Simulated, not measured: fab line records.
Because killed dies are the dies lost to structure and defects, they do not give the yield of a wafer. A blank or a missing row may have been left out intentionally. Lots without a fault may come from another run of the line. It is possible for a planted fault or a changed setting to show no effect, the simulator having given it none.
A lot that was struck, set against a sound lot | flow sky130 | 38 out of 708 route steps
Sound: these wafers, L914.1, L914.2, L914.5. Struck: wafer L909.4 (L909.1, L909.6, from the same lot, were not struck and are left out); the cause is given at the end.
Order at every step that has rows: each side's tool, ch and its chambers, its first start. Under that, the readings that differ: sound wafers | struck wafers | difference of the means | sigmas: that difference in standard deviations of wafers without a fault.
alike: a reading whose means differ by less than 2 such deviations, as well as words and numbers matching on both sides. not compared: withheld readings; readings where some wafer has no value; bounds like >300 that might hide an equal value; numbers whose values overlap and for which the record gives no deviation.
Wherever a step has rows on one side only, a row that says differs or no value, or a row with sigmas, the two part there. Non-overlapping numbers with no deviation appear without sigmas and do not part them. A reading that every wafer of one side lacks parts them only if that side has two wafers or more.

first, 9 steps without rows for these wafers: SKY_VIA2_SPUTTER_20 (material TiN, target thk 20 nm, time 80 s); SKY_VIA2_CVD_21 (deposits W, target thk 420 nm, time 126.4 s); SKY_VIA2_CMP_24 (polishes, stops on SiO2, t overpolish 20 s, target thk 0 nm); SKY_METAL3_SPUTTER_00 (material Ti, target thk 15 nm, time 10 s); SKY_METAL3_SPUTTER_01 (material TiN, target thk 20 nm, time 16.7 s); SKY_METAL3_SPUTTER_02 (material AlCu, target thk 735 nm, time 39.1 s); SKY_METAL3_SPUTTER_03 (material Ti, target thk 5 nm, time 3.3 s); SKY_METAL3_SPUTTER_04 (material TiN, target thk 70 nm, time 58.3 s); SKY_CAPM_CVD_00 (deposits SiO2, target thk 15.5 nm).
SKY_CAPM_SPUTTER_02: material TiN, target thk 200 nm, time 166.7 s.
  sound on pvd_sputter-02, day 43 02:43; struck on pvd_sputter-03, day 41 16:32
  reading                                  | sound             | struck | difference | sigmas
  model.TiN_of_CAPM_SPUTTER_02.thk_nm (nm) | 209.5 206.8 205.9 | 275.1  | +67.7      |
  alike: throttle_valve_pct
SKY_CAPM_RS_MEAS_03: uses a four-point probe to measure.
  sound on film_metro-02, day 43 02:50; struck on film_metro-04, day 41 16:38
  reading              | sound          | struck | difference | sigmas
  CAPM_TIN_RS (ohm/sq) | 6.60 6.70 6.71 | 4.99   | -1.68      | -23
SKY_CAPM_THK_MEAS_04: measures by xrf.
  sound on film_metro-02, day 43 02:57; struck on film_metro-04, day 41 16:46
  reading           | sound             | struck | difference | sigmas
  CAPM_TIN_THK (nm) | 210.8 208.2 208.0 | 274.5  | +65.5      | +28
then, 7 steps without rows for these wafers: SKY_CAPM_DEHYDRATE_05 (time 60 s); SKY_CAPM_HMDS_06 (prime time 60 s); SKY_CAPM_COAT_07 (resist thk 1140 nm); SKY_CAPM_SOFTBAKE_08 (time 60 s); SKY_CAPM_EXPOSE_09 (exposes mask CAPM, target cd 1000 nm); SKY_CAPM_PEB_10; SKY_CAPM_DEVELOP_11 (develop time 60 s).
SKY_CAPM_METAL_ETCH_13: etches TiN in Cl2/BCl3, stops on SiO2, target depth 220 nm, time 62.9 s.
  sound on rie_metal-03 ch 0,1, day 44 01:20; struck on rie_metal-04 ch 1, day 42 16:11
  reading               | sound             | struck | difference | sigmas
  oes_product_au (a.u.) | 0.962 0.960 0.963 | 0.999  | +0.037     | +5
  alike: chamber_pressure_mTorr, drypump_motor_current_A, throttle_valve_pct
  not compared: rf_hours_counter_h
then, 16 steps without rows for these wafers: SKY_CAPM_STRIP_14 (strips in O2/N2); SKY_CAPM_STRIP_15 (strips in post etch residue remover, time 1200 s); SKY_CAPM_CLEAN_16 (cleans in IPA, time 180 s); SKY_CAPM_CLEAN_17 (cleans in O3/DIW); SKY_METAL3_DEHYDRATE_05 (time 60 s); SKY_METAL3_HMDS_06 (prime time 60 s); SKY_METAL3_COAT_07 (resist thk 60 nm); SKY_METAL3_COAT_08 (resist thk 1140 nm); SKY_METAL3_SOFTBAKE_09 (time 90 s); SKY_METAL3_EXPOSE_10 (exposes mask MM3, target cd 300 nm); SKY_METAL3_PEB_11; SKY_METAL3_DEVELOP_12 (develop time 60 s); SKY_METAL3_DESCUM_15 (chemistry O2, time 8 s); SKY_METAL3_ETCH_16 (etches BARC in N2/H2, stops on SiO2, time 88.2 s, target depth 60 nm); SKY_METAL3_ETCH_17 (etches SiO2 in C4F8/O2/Ar, stops on TiN, time 3.9 s, target depth 15 nm); SKY_METAL3_METAL_ETCH_18 (etches the open film in Cl2/BCl3, stops on SiO2, target depth 845 nm, time 183.1 s).
SKY_METAL3_STRIP_20: strips in post etch residue remover, time 1200 s.
  sound on wet_bench-03 ch 3, day 45 00:20; struck on wet_bench-02 ch 2, day 43 16:41
  reading                                  | sound           | struck | difference | sigmas
  model.TiN_of_CAPM_SPUTTER_02.thk_nm (nm) | 208.7 206 205.1 | 274.2  | +67.6      |
  alike: temp_c
-- the record jumps here: 6 days lie between the struck wafers' starts before and after (it left off in module METAL3 and takes up again in module PAD_OPEN, whose first step shown is number 708 of the route) --
SKY_PAD_OPEN_PROBE_99:
  sound on prober-01, day 50 21:38; struck on prober-02, day 49 22:22
  reading                               | sound                   | struck | difference | sigmas
  killed_short                          | 41 30 34                | 50     | +15        | +3
  model.etest.tester.sort_n_pass        | 407 422 414             | 0      | -414       |
  model.etest.tester.sort_yield_pct (%) | 82.72 85.77 84.15       | 0      | -84        |
  model.etest.tester.sort_bin_4_pct (%) | 0 0 0                   | 70.76  | +70.76     |
  model.etest.met3.line_ohm_um          | 0.1448 0.1425 0.1428    | 70.26  | +70.12     |
  model.etest.via3_chain.rc_ohm         | 9.743 9.16 9.18         | 60.79  | +51.43     |
  model.etest.met3.rs_ohm_sq            | 0.04325 0.04269 0.04276 | 21.61  | +21.57     |
  model.etest.tester.sort_bin_3_pct (%) | 1.016 0.6098 0.4065     | 12.57  | +11.89     |
  model.etest.cap_mim.plate_ohm_sq      | 5.769 5.79 5.803        | 4.329  | -1.458     |
  alike: defect_limited_yield, killed_at_M0_to_M3, killed_at_M4_up, killed_at_contacts, killed_at_front_end, killed_at_other, killed_dies, killed_open

== WHERE THEY PART ==
Earliest at SKY_CAPM_RS_MEAS_03; latest, in this record, at SKY_PAD_OPEN_PROBE_99.

WHY: whatever the simulator had introduced
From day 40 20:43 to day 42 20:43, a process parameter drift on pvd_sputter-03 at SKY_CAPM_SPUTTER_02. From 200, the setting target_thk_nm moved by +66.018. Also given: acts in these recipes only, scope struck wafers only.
